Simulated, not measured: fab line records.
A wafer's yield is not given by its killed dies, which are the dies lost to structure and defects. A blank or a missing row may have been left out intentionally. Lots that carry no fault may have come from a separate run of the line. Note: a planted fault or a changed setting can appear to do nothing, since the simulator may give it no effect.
Comparing a struck lot with a sound one    flow sky130    16 out of 708 route steps
Sound: the wafers L746.2, L746.4, L746.5. Struck: wafer L758.5; the same lot's L758.2 was not struck, so it is left out; see the end for the cause.
Each step with rows lists, per side, the tool, then ch with its chambers, then its first start. Under that, the readings that differ: sound wafers    struck wafers    difference of the means    sigmas: that difference in standard deviations of wafers without a fault.
alike: a reading whose means differ by less than 2 such deviations, as well as words and numbers matching on both sides. not compared: withheld readings; readings where some wafer has no value; bounds like >300 that might hide an equal value; numbers whose values overlap and for which the record gives no deviation.
The two part at a step that has a row with sigmas, a row that says differs or no value, or rows on one side only. Non-overlapping numbers with no deviation appear without sigmas and do not part them. A reading that every wafer of one side lacks parts them only if that side has two wafers or more.

SKY_LI_CONTACT_CMP_02: polishes PSG.
  sound on cmp-01 ch 0,3, day 28 20:14; struck on cmp-02 ch 0, day 32 17:12
  alike: motor-current-A, slurry-flow-ml-min, time-to-endpoint-s
SKY_LI_CONTACT_BOW_MEAS_03:
  sound: film-metro-03 at day 28 20:34; struck: film-metro-04 at day 32 17:22
  alike: LI_CONTACT_BOW
then, 8 steps without rows for these wafers: SKY_LI_CONTACT_DEHYDRATE_04 (time 60 s); SKY_LI_CONTACT_HMDS_05 (prime time 60 s); SKY_LI_CONTACT_COAT_06 (resist thk 60 nm); SKY_LI_CONTACT_COAT_07 (resist thk 450 nm); SKY_LI_CONTACT_SOFTBAKE_08 (time 90 s); SKY_LI_CONTACT_EXPOSE_09 (exposes mask LICM1, target cd 170 nm); SKY_LI_CONTACT_PEB_10; SKY_LI_CONTACT_DEVELOP_11 (develop time 60 s).
SKY_LI_CONTACT_CD_MEAS_12: the cd target is 170 nm.
  sound: cd-sem-01 at day 30 00:37; struck: cd-sem-01 at day 33 19:38
  alike: cd-nm
SKY_LI_CONTACT_OVL_MEAS_13:
  sound: overlay-01 at day 30 00:43; struck: overlay-02 at day 33 19:44
  alike: LI_CONTACT_OVL
SKY_LI_CONTACT_ETCH_14: etches BARC in N2/H2, stops on SiO2, time 45.9 s, target depth 60 nm.
  sound on rie-diel-04 ch 1,3, day 30 00:45; struck on rie-diel-03 ch 2, day 33 19:46
reading                                            sound              struck  difference  sigmas
oes-product-au (a.u.)                              0.855 0.868 0.853  0.842   -0.017      -3
model.KrF-thick_of_LI_CONTACT_COAT_07.thk-nm (nm)  391.8 390.3 393    402.6   +10.9       
model.etch.depth-nm (nm)                           59.96 59.74 59.91  58.4    -1.5        
  alike: drypump-motor-current-A, h2-flow-sccm, throttle-valve-pct
  not compared: rf-hours-counter-h
SKY_LI_CONTACT_ETCH_15: etches PSG in C4F8/O2/Ar, stops on Si, target depth 600 nm.
  sound on rie-diel-04 ch 1,3, day 30 00:48; struck on rie-diel-03 ch 2, day 33 19:49
reading                                            sound            struck  difference  sigmas
model.KrF-thick_of_LI_CONTACT_COAT_07.thk-nm (nm)  230.5 227.7 232  240.3   +10.2       
  alike: oes-product-au
SKY_LI_CONTACT_STRIP_16: strips in O2/N2.
  sound on plasma-asher-01 ch 0,1, day 30 00:53; struck on plasma-asher-01 ch 1, day 33 19:54
reading                       sound              struck  difference  sigmas
strip-time-to-endpoint-s (s)  3.496 3.443 3.512  3.590   +0.106      +4
  alike: drypump-motor-current-A, oes-product-au
  not compared: rf-hours-counter-h
then, 1 step without rows for these wafers: SKY_LI_CONTACT_CLEAN_17 (cleans in NMP, time 600 s).

WHERE THEY PART
First at SKY_LI_CONTACT_ETCH_14; last, within this record, at SKY_LI_CONTACT_STRIP_16.

WHY: whatever the simulator had introduced
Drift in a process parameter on rie-diel-03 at SKY_LI_CONTACT_ETCH_14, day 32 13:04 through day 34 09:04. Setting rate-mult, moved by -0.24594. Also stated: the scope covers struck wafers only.
